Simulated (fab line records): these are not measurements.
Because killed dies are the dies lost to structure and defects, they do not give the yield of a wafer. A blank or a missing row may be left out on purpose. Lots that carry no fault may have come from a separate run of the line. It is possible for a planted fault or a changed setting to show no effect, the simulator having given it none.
fab line records	flow sky130
[record] lots = 6	wafers = 18	last_day = 50
route steps=708 shown VIA3@582 METAL4@598 PAD_OPEN@708
lots with no fault: from the same line, run without faults
start_h: start of the lot's first displayed wafer, in hours after the record's first day	wait_h: how many hours have passed since the lot's step before this one	" the same as in the row above	L1.1+2: several wafers, shown together as one row	- no value present, or no start provided	* or withheld: withheld	< > ~ a bound
route shown NAME@n: names a module that has steps shown in the file, with the first one's number in the route	usual: average and standard deviation across the fault-free wafers	same: alike in all rows	chamber/n: place in a boat	sites: readings site by site	_std_site: standard deviation of those values	_edge_site: the outer-site mean with the inner-site mean subtracted	radius_mm: how far each site lies from the wafer's centre	mask NAME#n: copy n	behind: tool/chamber where the wafer was last shaped	hold: what put the lot on hold/how long, in hours/how the hold closed	device: which transistor (n, p or np) failed to switch	end of line: the tests these same wafers got at the end of their route	a step without rows: its recipe alone	killed: dies that structure and defects cost at the first sort, which is not the same as the wafer's yield	map: the dies of a wafer, with x for killed, . for not killed, _ for no die there
set.NAME: the setting as run; set.NAME@STEP: as run at that earlier step	model.NAME: the simulator's own value behind a step, which no gauge read
lots at selected steps of the route; one table per step, one row per wafer
services: from which hour (start_h, from the record's first day; less than 0 if before it) a tool's chamber was out of use, for how many hours, and why
[[steps]]
[step SKY_VIA3_EXPOSE_09]
[recipe] mask_id = VIM3	na = 0.8	source_shape = annular	sigma_inner = 0.55	sigma_outer = 0.85	target_cd_nm = 200	dose_mj = 38
[step SKY_VIA3_PEB_10]
[recipe] peb_temp_c = withheld	peb_time_s = withheld	resist = KrF-thick
[step SKY_VIA3_DEVELOP_11]
[recipe] develop_time_s = 60	resist = KrF-thick	dev_temp_c = 21
[step SKY_VIA3_CD_MEAS_12]
[recipe] target_cd_nm = 200
[usual] cd_nm = 200.0/1.3
lot.wafer	tool	chamber	start_h	wait_h	cd_nm
L394.2	cd_sem-02	-	930.15	-	199.3
L394.4	"	-	"	"	197.5
L394.6	"	-	"	"	200.3
L401.1	cd_sem-01	-	983.77	-	203.1
L401.2	"	-	"	"	203.2
L401.5	"	-	"	"	203.5
L402.4	cd_sem-02	-	991.18	-	198.3
L402.5	"	-	"	"	198.5
L402.6	"	-	"	"	199.6
L412.2	cd_sem-02	-	1058.68	-	201.7
L412.3	"	-	"	"	200.2
L412.6	"	-	"	"	199.9
L416.1	cd_sem-01	-	1075.91	-	200.5
L416.2	"	-	"	"	199.4
L416.6	"	-	"	"	199.0
L417.3	cd_sem-02	-	1080.26	-	200.3
L417.4	"	-	"	"	200.3
L417.6	"	-	"	"	199.0
[step SKY_VIA3_OVL_MEAS_13]
[usual] VIA3_OVL = 2/6
lot.wafer	tool	chamber	start_h	wait_h	VIA3_OVL[nm]
L394.2	overlay-02	-	930.26	0.1	-7
L394.4	"	-	"	"	-3
L394.6	"	-	"	"	-4
L401.1	overlay-02	-	983.89	0.1	12
L401.2	"	-	"	"	13
L401.5	"	-	"	"	14
L402.4	overlay-02	-	991.26	0.1	11
L402.5	"	-	"	"	-1
L402.6	"	-	"	"	6
L412.2	overlay-01	-	1058.79	0.1	3
L412.3	"	-	"	"	-4
L412.6	"	-	"	"	-1
L416.1	overlay-01	-	1076.03	0.1	8
L416.2	"	-	"	"	-6
L416.6	"	-	"	"	-2
L417.3	overlay-02	-	1080.36	0.1	1
L417.4	"	-	"	"	9
L417.6	"	-	"	"	0
[step SKY_VIA3_ETCH_14]
[recipe] chemistry = N2/H2	target = BARC	ion_energy_ev = 200	source_w = 500	bias_w = 101.4	pressure_mtorr = 30	n2_flow_sccm = 100	h2_flow_sccm = 200	stop_on = SiO2	time_s = 45.9	target_depth_a = 600
[usual] bias_w = 101.38/0.27	drypump_motor_current_A = 6.01/0.24	oes_product_au = 0.851/0.0048	rf_fwd_power_W = 495.0/2.1	throttle_valve_pct = 13.226/0.01
lot.wafer	tool	chamber	start_h	wait_h	bias_w	drypump_motor_current_A	oes_product_au	rf_fwd_power_W	rf_hours_counter_h	throttle_valve_pct
L394.2	rie_diel-04	0	930.29	0.0	101.40	5.54	0.854	495.1	1	13.226
L394.4	"	1	"	"	101.51	6.09	0.852	492.8	5	13.238
L394.6	"	1	"	"	101.30	6.11	0.852	494.0	-	13.237
L401.1	rie_diel-04	1	983.93	0.0	101.72	6.06	0.860	494.8	7	13.217
L401.2	"	3	"	"	101.18	6.20	0.852	496.5	19	13.226
L401.5	"	3	"	"	101.84	6.20	0.859	498.5	-	13.207
L402.4	rie_diel-02	2	991.28	0.0	101.48	6.04	0.848	496.3	3	13.220
L402.5	"	2	"	"	101.43	6.09	0.847	494.4	-	13.228
L402.6	"	1	"	"	100.99	5.93	0.856	495.7	-	13.210
L412.2	rie_diel-04	1	1058.82	0.0	101.54	6.07	0.849	493.8	9	13.231
L412.3	"	0	"	"	101.49	5.56	0.856	495.9	6	13.227
L412.6	"	0	"	"	101.18	5.55	0.850	495.9	-	13.234
L416.1	rie_diel-04	2	1076.07	0.0	101.13	6.22	0.844	498.3	0	13.228
L416.2	"	0	"	"	101.39	5.53	0.846	497.0	6	13.229
L416.6	"	3	"	"	101.44	6.20	0.857	496.6	-	13.226
L417.3	rie_diel-01	2	1080.38	0.0	101.29	5.65	0.852	499.9	24	13.233
L417.4	"	1	"	"	101.11	6.39	0.845	492.9	11	13.221
L417.6	"	1	"	"	101.33	6.34	0.855	494.0	-	13.225
[step SKY_VIA3_ETCH_15]
[recipe] target = SiO2	chemistry = C4F8/O2/Ar	target_depth_nm = 507	stop_on = TiN	mask_material = KrF-thick	source_w = 1500	bias_w = 1200	pressure_mtorr = 40	c4f8_flow_sccm = withheld	O2_flow_sccm = 6	Ar_flow_sccm = 300	time_s = 78
[usual] bias_w = 1200/3.5	oes_product_au = 0.947/0.0049	rf_fwd_power_W = 1490/5.4
lot.wafer	tool	chamber	start_h	wait_h	bias_w	oes_product_au	rf_fwd_power_W	rf_hours_counter_h
L394.2	rie_diel-04	0	930.33	0.0	1200	0.946	1491	1
L394.4	"	1	"	"	1198	0.948	1489	5
L394.6	"	1	"	"	1201	0.942	1480	-
L401.1	rie_diel-04	1	983.97	0.0	1197	0.950	1477	7
L401.2	"	3	"	"	1199	0.944	1487	19
L401.5	"	3	"	"	1197	0.953	1489	-
L402.4	rie_diel-02	2	991.32	0.0	1199	0.947	1486	3
L402.5	"	2	"	"	1204	0.942	1485	-
L402.6	"	1	"	"	1202	0.959	1495	-
L412.2	rie_diel-04	1	1058.86	0.0	1201	0.948	1478	9
L412.3	"	0	"	"	1205	0.946	1498	6
L412.6	"	0	"	"	1202	0.941	1498	-
L416.1	rie_diel-04	2	1076.11	0.0	1202	0.942	1497	0
L416.2	"	0	"	"	1202	0.940	1503	6
L416.6	"	3	"	"	1195	0.938	1488	-
L417.3	rie_diel-01	2	1080.42	0.0	1207	0.939	1492	24
L417.4	"	1	"	"	1201	0.955	1491	11
L417.6	"	1	"	"	1201	0.948	1486	-
[step SKY_VIA3_STRIP_16]
[recipe] chemistry = O2/N2	power_w = 1400	pressure_mtorr = 1500	platen_temp_c = withheld	o2_flow_sccm = 3000	n2_flow_sccm = 300	overash_fraction = 0.5
[usual] drypump_motor_current_A = 5.7/0.44	oes_product_au = 0.402/0.0044	strip_time_to_endpoint_s = 4.132/0.028
lot.wafer	tool	chamber	start_h	wait_h	drypump_motor_current_A	oes_product_au	rf_hours_counter_h	strip_time_to_endpoint_s
L394.2	plasma_asher-01	0	930.39	0.0	4.9	0.405	81	4.164
L394.4	"	0	"	"	4.9	0.409	-	4.118
L394.6	"	0	"	"	4.9	0.406	-	4.087
L401.1	plasma_asher-04	1	984.03	0.0	5.6	0.395	22	4.109
L401.2	"	0	"	"	6.0	0.401	22	4.112
L401.5	"	0	"	"	6.0	0.412	-	4.121
L402.4	plasma_asher-04	0	991.41	0.1	6.0	0.395	-	4.131
L402.5	"	1	"	"	5.5	0.402	-	4.151
L402.6	"	0	"	"	6.0	0.407	-	4.177
L412.2	plasma_asher-04	1	1058.92	0.0	5.5	0.394	30	4.091
L412.3	"	0	"	"	6.0	0.407	-	4.175
L412.6	"	1	"	"	5.5	0.407	-	4.180
L416.1	plasma_asher-04	0	1076.17	0.0	6.0	0.401	31	4.078
L416.2	"	1	"	"	5.5	0.405	31	4.162
L416.6	"	1	"	"	5.6	0.403	-	4.130
L417.3	plasma_asher-03	1	1080.52	0.1	6.2	0.397	-	4.096
L417.4	"	0	"	"	6.2	0.398	-	4.104
L417.6	"	1	"	"	6.3	0.404	-	4.133
[step SKY_VIA3_STRIP_17]
[recipe] chemistry = post_etch_residue_remover	time_s = 1200	temp_c = 72.5
[step SKY_VIA3_CLEAN_18]
[recipe] chemistry = IPA	time_s = 180	temp_c = 25
[step SKY_VIA3_CLEAN_19]
[recipe] chemistry = O3/DIW	dry = n2_spin
[step SKY_VIA3_SPUTTER_20]
[recipe] material = TiN	target_thk_nm = 20	chamber_pressure_pa = 5	power_w = 4000	time_s = 80
[usual] throttle_valve_pct = 29.3/1.1
lot.wafer	tool	chamber	start_h	wait_h	throttle_valve_pct
L394.2	pvd_sputter-04	-	931.06	0.0	30.2
L394.4	"	-	"	"	28.9
L394.6	"	-	"	"	28.7
L401.1	pvd_sputter-02	-	984.65	0.0	30.4
L401.2	"	-	"	"	28.1
L401.5	"	-	"	"	28.6
L402.4	pvd_sputter-03	-	992.47	0.0	28.0
L402.5	"	-	"	"	30.1
L402.6	"	-	"	"	27.8
L412.2	pvd_sputter-03	-	1059.51	0.0	28.2
L412.3	"	-	"	"	30.3
L412.6	"	-	"	"	29.5
L416.1	pvd_sputter-02	-	1076.77	0.0	27.9
L416.2	"	-	"	"	30.4
L416.6	"	-	"	"	30.7
L417.3	pvd_sputter-04	-	1081.13	0.0	28.8
L417.4	"	-	"	"	30.3
L417.6	"	-	"	"	28.2
[step SKY_VIA3_CVD_21]
[recipe] material = W	target_thk_nm = 390	time_s = 117.31	temp_c = 400	pressure_torr = 40
[usual] heater_power_w = 769/52
lot.wafer	tool	chamber	start_h	wait_h	heater_power_w	model.W_of_VIA3_CVD_21.thk_nm
L394.2	cvd_w-02	1	931.12	0.0	711	386.9
L394.4	"	0	"	"	795	392.9
L394.6	"	0	"	"	802	396
L401.1	cvd_w-01	1	984.72	0.0	716	387.7
L401.2	"	0	"	"	818	519.3
L401.5	"	1	"	"	724	393
L402.4	cvd_w-01	0	992.57	0.1	817	375.5
L402.5	"	1	"	"	756	389.1
L402.6	"	0	"	"	855	516.1
L412.2	cvd_w-01	0	1059.57	0.0	843	379.2
L412.3	"	0	"	"	840	381.3
L412.6	"	0	"	"	838	379.4
L416.1	cvd_w-02	0	1076.83	0.0	818	388.3
L416.2	"	1	"	"	702	379.5
L416.6	"	0	"	"	809	386.8
L417.3	cvd_w-02	0	1081.23	0.1	795	391.7
L417.4	"	1	"	"	695	383.8
L417.6	"	0	"	"	785	393.4
[step SKY_VIA3_RS_MEAS_22]
[recipe] thk_meas_gauge = four-point-probe	reads = W_of_VIA3_CVD_21+TiN_of_VIA3_SPUTTER_20
[usual] VIA3_W_RS = 0.296/0.0042
lot.wafer	tool	chamber	start_h	wait_h	hold	VIA3_W_RS[ohm/sq]
L394.2	film_metro-01	-	931.26	0.1	-	0.296
L394.4	"	-	"	"	-	0.293
L394.6	"	-	"	"	-	0.289
L401.1	film_metro-03	-	984.84	0.1	await_dispo/0.2h/release	0.295
L401.2	"	-	"	"	await_dispo/0.2h/release	0.221
L401.5	"	-	"	"	await_dispo/0.2h/release	0.292
L401.1	film_metro-03	-	985.14	0.3	-	0.295
L401.2	"	-	"	"	-	0.220
L401.5	"	-	"	"	-	0.291
L402.4	film_metro-01	-	992.71	0.1	await_dispo/0.2h/release	0.306
L402.5	"	-	"	"	await_dispo/0.2h/release	0.295
L402.6	"	-	"	"	await_dispo/0.2h/release	0.222
L402.4	film_metro-01	-	993.10	0.4	-	0.306
L402.5	"	-	"	"	-	0.295
L402.6	"	-	"	"	-	0.222
L412.2	film_metro-02	-	1059.71	0.1	-	0.302
L412.3	"	-	"	"	-	0.300
L412.6	"	-	"	"	-	0.303
L416.1	film_metro-03	-	1076.96	0.1	-	0.295
L416.2	"	-	"	"	-	0.303
L416.6	"	-	"	"	-	0.297
L417.3	film_metro-03	-	1081.35	0.1	-	0.293
L417.4	"	-	"	"	-	0.299
L417.6	"	-	"	"	-	0.292
[step SKY_VIA3_THK_MEAS_23]
[recipe] thk_meas_gauge = xrf	reads = W_of_VIA3_CVD_21
[usual] VIA3_W_THK = 391/6.5
lot.wafer	tool	chamber	start_h	wait_h	hold	VIA3_W_THK[nm]
L394.2	film_metro-01	-	931.37	0.1	-	386
L394.4	"	-	"	"	-	394
L394.6	"	-	"	"	-	393
L401.1	film_metro-03	-	989.98	4.8	await_dispo/0.2h/release	398
L401.2	"	-	"	"	await_dispo/0.2h/release	532
L401.5	"	-	"	"	await_dispo/0.2h/release	402
L401.1	film_metro-03	-	990.21	0.2	-	396
L401.2	"	-	"	"	-	533
L401.5	"	-	"	"	-	402
L402.4	film_metro-01	-	994.90	1.8	await_dispo/0.2h/release	377
L402.5	"	-	"	"	await_dispo/0.2h/release	394
L402.6	"	-	"	"	await_dispo/0.2h/release	522
L402.4	film_metro-01	-	995.13	0.2	-	379
L402.5	"	-	"	"	-	389
L402.6	"	-	"	"	-	525
L412.2	film_metro-02	-	1059.82	0.1	-	386
L412.3	"	-	"	"	-	387
L412.6	"	-	"	"	-	386
L416.1	film_metro-03	-	1077.08	0.1	-	395
L416.2	"	-	"	"	-	387
L416.6	"	-	"	"	-	392
L417.3	film_metro-03	-	1081.45	0.1	-	398
L417.4	"	-	"	"	-	388
L417.6	"	-	"	"	-	396
[step SKY_VIA3_CMP_24]
[recipe] stop_on = SiO2	t_overpolish_s = 20	down_force_psi = 3.5	platen_rpm = 60	target_thk_nm = 0	pad_velocity_m_s = 0.94248
[usual] motor_current_A = 11.2/0.9	time_to_endpoint_s = 94/3.9
lot.wafer	tool	chamber	start_h	wait_h	hold	motor_current_A	time_to_endpoint_s
L394.2	cmp-01	3	931.52	0.1	-	12.6	90
L394.4	"	1	"	"	-	10.7	88
L394.6	"	0	"	"	-	9.6	87
L401.1	cmp-02	1	991.82	1.6	await_dispo/1.6h/release	11.8	95
L401.2	"	0	"	"	await_dispo/1.6h/release	11.8	122
L401.5	"	2	"	"	await_dispo/1.6h/release	11.3	99
L402.4	cmp-01	2	997.18	2.0	await_dispo/1.9h/release	11.2	86
L402.6	"	3	"	"	await_dispo/1.9h/release	12.2	125
L402.5	"	0	"	"	await_dispo/1.9h/release	9.2	93
L412.3	cmp-01	2	1060.03	0.2	-	11.3	91
L412.2	"	3	"	"	-	11.6	94
L412.6	"	1	"	"	-	10.3	91
L416.2	cmp-01	1	1077.24	0.1	-	10.6	89
L416.1	"	2	"	"	-	11.4	90
L416.6	"	3	"	"	-	11.9	89
L417.4	cmp-01	0	1081.49	0.0	-	9.7	95
L417.3	"	2	"	"	-	11.2	98
L417.6	"	0	"	"	-	9.7	96
[step SKY_METAL4_SPUTTER_00]
[recipe] material = Ti	target_thk_nm = 15	power_w = 3000	time_s = 10	chamber_pressure_pa = 0.4
[usual] throttle_valve_pct = 29.7/1.2
lot.wafer	tool	chamber	start_h	wait_h	throttle_valve_pct
L394.2	pvd_sputter-01	-	931.82	0.2	31.2
L394.4	"	-	"	"	28.5
L394.6	"	-	"	"	31.5
L401.1	pvd_sputter-04	-	992.24	0.4	30.6
L401.2	"	-	"	"	28.4
L401.5	"	-	"	"	28.8
L402.4	pvd_sputter-04	-	997.33	0.1	30.6
L402.5	"	-	"	"	30.5
L402.6	"	-	"	"	29.1
L412.2	pvd_sputter-01	-	1060.28	0.1	31.4
L412.3	"	-	"	"	29.3
L412.6	"	-	"	"	28.6
L416.1	pvd_sputter-03	-	1077.44	0.1	28.0
L416.2	"	-	"	"	29.9
L416.6	"	-	"	"	28.2
L417.3	pvd_sputter-03	-	1081.79	0.1	28.1
L417.4	"	-	"	"	28.7
L417.6	"	-	"	"	30.1
[step SKY_PAD_OPEN_PROBE_99]
[usual] defect_limited_yield = 82.4/1.9	killed_at_M0_to_M3 = 44/6.5	killed_at_M4_up = 3.0/1.5	killed_at_contacts = 25/5.1	killed_at_front_end = 14/4.1	killed_at_other = 0.3/0.57	killed_dies = 87/9.5	killed_open = 48/6.8	killed_short = 39/6.2	sort_bin_3_pad_short = 0.8/0.42	sort_bin_5_function = 10.4/1.4	sort_bin_6_memory = 6.3/1.2	sort_n_pass = 405/9.5	sort_yield_pct = 82.4/1.9
[same] gross_dies = 492	killed_at_back_side = 0	sort_bin_4_leakage[%] = 0	sort_bin_8_speed[%] = 0
lot.wafer	tool	chamber	start_h	wait_h	defect_limited_yield[%]	killed_at_M0_to_M3	killed_at_M4_up	killed_at_contacts	killed_at_front_end	killed_at_other	killed_dies	killed_open	killed_short	sort_bin_3_pad_short[%]	sort_bin_5_function[%]	sort_bin_6_memory[%]	sort_n_pass	sort_yield_pct[%]
L394.2	prober-02	-	1076.20	0.1	80.9	51	3	12	28	0	94	55	38	0.4	10.4	8.3	398	80.9
L394.4	prober-02	-	1076.30	0.2	84.8	44	1	18	12	0	75	40	34	1.2	7.1	6.9	417	84.8
L394.6	prober-02	-	1076.40	0.2	84.1	44	4	18	12	0	78	43	35	0.6	10.0	5.3	414	84.1
L401.1	prober-01	-	1123.87	0.1	82.7	49	5	13	17	1	85	50	35	0.6	11.6	5.1	407	82.7
L401.2	prober-01	-	1123.92	0.1	83.1	51	2	15	14	1	83	42	41	1.4	9.8	5.7	409	83.1
L401.5	prober-01	-	1124.07	0.2	83.7	38	2	22	16	2	80	44	34	0.6	8.9	6.7	412	83.7
L402.4	prober-02	-	1129.79	0.2	82.5	41	1	26	17	1	86	50	36	0.2	13.4	3.9	406	82.5
L402.5	prober-02	-	1129.84	0.2	81.1	46	9	20	18	0	93	60	33	1.0	11.2	6.7	399	81.1
L402.6	prober-02	-	1129.89	0.2	84.1	36	3	27	12	0	78	51	27	1.2	8.7	5.9	414	84.1
L412.2	prober-01	-	1186.16	0.1	85.4	28	3	28	13	0	72	44	28	0.8	8.3	5.5	420	85.4
L412.3	prober-01	-	1186.21	0.2	85.0	40	2	19	13	0	74	42	32	0.6	10.0	4.5	418	85.0
L412.6	prober-01	-	1186.36	0.2	82.9	47	3	24	10	0	84	40	44	1.0	11.0	5.1	408	82.9
L416.1	prober-01	-	1195.67	0.1	80.1	54	3	23	17	1	98	54	44	1.6	10.4	7.9	394	80.1
L416.2	prober-01	-	1195.72	0.1	83.3	44	2	22	13	1	82	55	27	0.2	8.9	7.5	410	83.3
L416.6	prober-01	-	1195.92	0.2	80.3	45	4	33	15	0	97	54	43	1.0	11.6	7.1	395	80.3
L417.3	prober-01	-	1200.20	0.2	79.9	51	1	32	15	0	99	48	51	0.4	12.4	7.3	393	79.9
L417.4	prober-01	-	1200.25	0.2	85.0	46	2	23	3	0	74	40	34	0.2	9.1	5.7	418	85.0
L417.6	prober-01	-	1200.35	0.2	80.9	50	4	30	10	0	94	55	39	0.6	10.8	7.7	398	80.9
// killed by level:class
L394.2 VIA1:geometric_particle:open=13 FIELD_ISO:geometric_particle:open=7 CONTACT:geometric_particle:open=7 FIELD_ISO:geometric_particle:short=6 VIA2:geometric_particle:open=6 METAL1:geometric_particle:short=5 VIA3:geometric_particle:short=5 VIA3:geometric_particle:open=5
L394.4 VIA2:geometric_particle:open=11 LI_CONTACT:geometric_particle:open=6 METAL2:geometric_particle:short=6 VIA1:geometric_particle:open=6 POLY_GATE:geometric_particle:short=5 CONTACT:geometric_particle:open=5 VIA1:geometric_particle:short=5 CONTACT:geometric_particle:short=4
L394.6 VIA1:geometric_particle:open=10 CONTACT:geometric_particle:open=10 FIELD_ISO:geometric_particle:short=6 VIA3:geometric_particle:open=6 VIA3:geometric_particle:short=6 VIA1:geometric_particle:short=4 VIA2:geometric_particle:open=4 METAL3:geometric_particle:short=4
L401.1 VIA1:geometric_particle:open=14 VIA2:geometric_particle:open=8 VIA3:geometric_particle:open=7 METAL1:geometric_particle:short=6 FIELD_ISO:geometric_particle:open=4 LI_CONTACT:geometric_particle:open=4 LOCAL_INTERCONNECT:geometric_particle:short=4 METAL2:geometric_particle:short=4
L401.2 METAL2:geometric_particle:short=8 CONTACT:geometric_particle:open=7 METAL1:geometric_particle:short=7 VIA1:geometric_particle:open=7 VIA2:geometric_particle:open=7 VIA3:geometric_particle:open=7 CONTACT:geometric_particle:short=6 FIELD_ISO:geometric_particle:open=5
L401.5 CONTACT:geometric_particle:open=13 METAL1:geometric_particle:short=7 FIELD_ISO:geometric_particle:open=5 VIA2:geometric_particle:open=5 POLY_GATE:geometric_particle:open=5 VIA2:geometric_particle:short=5 VIA1:geometric_particle:short=5 VIA3:geometric_particle:open=5
L402.4 CONTACT:geometric_particle:open=13 VIA1:geometric_particle:open=8 VIA2:geometric_particle:open=8 VIA3:geometric_particle:open=7 LI_CONTACT:geometric_particle:short=6 FIELD_ISO:geometric_particle:short=5 METAL3:geometric_particle:short=5 LI_CONTACT:geometric_particle:open=4
L402.5 VIA2:geometric_particle:open=12 VIA1:geometric_particle:open=11 CONTACT:geometric_particle:open=10 FIELD_ISO:geometric_particle:open=8 VIA3:geometric_particle:open=8 METAL4:geometric_particle:short=7 METAL1:geometric_particle:short=5 VIA1:geometric_particle:short=5
L402.6 LI_CONTACT:geometric_particle:open=11 CONTACT:geometric_particle:open=11 VIA1:geometric_particle:open=9 VIA3:geometric_particle:open=6 VIA1:geometric_particle:short=5 METAL2:geometric_particle:short=5 FIELD_ISO:geometric_particle:short=4 METAL1:geometric_particle:short=4
L412.2 LI_CONTACT:geometric_particle:open=12 CONTACT:geometric_particle:open=9 VIA2:geometric_particle:open=7 METAL1:geometric_particle:short=5 FIELD_ISO:geometric_particle:short=4 FIELD_ISO:geometric_particle:open=4 VIA1:geometric_particle:open=4 LI_CONTACT:geometric_particle:short=3
L412.3 LI_CONTACT:geometric_particle:open=10 METAL1:geometric_particle:short=8 METAL2:geometric_particle:short=7 VIA2:geometric_particle:open=7 VIA1:geometric_particle:open=6 CONTACT:geometric_particle:open=6 VIA1:geometric_particle:short=6 POLY_GATE:geometric_particle:open=4
L412.6 VIA1:geometric_particle:open=9 VIA1:geometric_particle:short=8 CONTACT:geometric_particle:open=8 VIA2:geometric_particle:open=8 METAL1:geometric_particle:short=7 LI_CONTACT:geometric_particle:open=5 CONTACT:geometric_particle:short=5 VIA3:geometric_particle:open=4
L416.1 VIA1:geometric_particle:open=17 VIA1:geometric_particle:short=10 LI_CONTACT:geometric_particle:open=9 CONTACT:geometric_particle:open=7 METAL1:geometric_particle:short=7 VIA2:geometric_particle:open=5 VIA3:geometric_particle:open=5 METAL2:geometric_particle:short=4
L416.2 VIA1:geometric_particle:open=16 CONTACT:geometric_particle:open=10 VIA2:geometric_particle:open=8 POLY_GATE:geometric_particle:open=5 LI_CONTACT:geometric_particle:open=5 METAL1:geometric_particle:short=5 VIA1:geometric_particle:short=5 LOCAL_INTERCONNECT:geometric_particle:short=4
L416.6 VIA1:geometric_particle:open=18 CONTACT:geometric_particle:open=10 LOCAL_INTERCONNECT:geometric_particle:short=8 CONTACT:geometric_particle:short=6 METAL2:geometric_particle:short=6 VIA1:geometric_particle:short=5 POLY_GATE:geometric_particle:open=4 LI_CONTACT:geometric_particle:open=4
L417.3 CONTACT:geometric_particle:open=10 VIA1:geometric_particle:open=10 CONTACT:geometric_particle:short=9 METAL2:geometric_particle:short=8 VIA3:geometric_particle:open=7 VIA3:geometric_particle:short=6 LI_CONTACT:geometric_particle:open=6 METAL1:geometric_particle:short=6
L417.4 VIA1:geometric_particle:open=10 CONTACT:geometric_particle:open=9 METAL2:geometric_particle:short=7 METAL1:geometric_particle:short=6 LI_CONTACT:geometric_particle:short=5 LI_CONTACT:geometric_particle:open=5 VIA3:geometric_particle:short=4 VIA2:geometric_particle:open=4
L417.6 CONTACT:geometric_particle:open=16 VIA1:geometric_particle:open=13 METAL2:geometric_particle:short=9 VIA1:geometric_particle:short=8 VIA3:geometric_particle:open=7 LI_CONTACT:geometric_particle:open=6 FIELD_ISO:geometric_particle:open=4 CONTACT:geometric_particle:short=4
[[services]]
tool	chamber	start_h	hours	kind
cmp-02	-	912.00	4.0	pm
rie_diel-01	2	912.47	45.0	repair
pvd_sputter-01	-	916.74	4.8	repair
pvd_sputter-03	-	928.37	8.4	repair
cmp-02	-	934.04	22.8	pm
plasma_asher-04	-	940.69	14.6	pm
cvd_w-01	-	952.67	2.8	pm
plasma_asher-01	-	958.07	1.1	repair
cmp-01	-	959.63	1.4	repair
cmp-01	-	963.62	5.5	pm
rie_diel-01	-	994.49	0.4	repair
rie_diel-01	2	1002.63	5.7	repair
rie_diel-04	-	1005.37	14.6	pm
rie_diel-01	-	1008.06	0.9	repair
cvd_w-01	1	1009.67	17.1	repair
pvd_sputter-04	-	1023.68	0.9	repair
rie_diel-01	1	1025.43	3.1	repair
rie_diel-04	1	1028.29	4.7	repair
cmp-01	-	1049.66	1.7	repair
cvd_w-02	1	1057.13	2.9	repair
rie_diel-02	1	1063.89	4.0	repair
pvd_sputter-01	-	1066.42	2.5	repair
rie_diel-04	2	1067.23	2.1	repair
cmp-01	-	1081.79	4.0	pm
[[key]]
[first_sign] step = SKY_VIA3_RS_MEAS_22	reading = visit	direction = added
[effect] step = SKY_VIA3_RS_MEAS_22	reading = VIA3_W_RS	direction = down	sigmas = 18	usual = 0.296	struck = 0.221
[effect] step = SKY_VIA3_THK_MEAS_23	reading = visit	direction = added
[effect] step = SKY_VIA3_THK_MEAS_23	reading = VIA3_W_THK	direction = up	sigmas = 21	usual = 391	struck = 527
[effect] step = SKY_VIA3_CMP_24	reading = time_to_endpoint_s	direction = up	sigmas = 7.5	usual = *	struck = *
[model_effect] step = SKY_VIA3_CVD_21	value = W_of_VIA3_CVD_21.thk_nm	without = 379.5	struck = 517.7
met_at SKY_VIA3_CVD_21
struck_wafers L401.2,L402.6
[fault] kind = process_parameter_drift	tool = cvd_w-01	chamber = -	onset_h = 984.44	steps = SKY_VIA3_CVD_21	channel = target_thk_nm	offset = 138.75	shape = step	end_h = 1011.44	scope = struck_wafers_only	acts_in = these_recipes_only	stated = 390
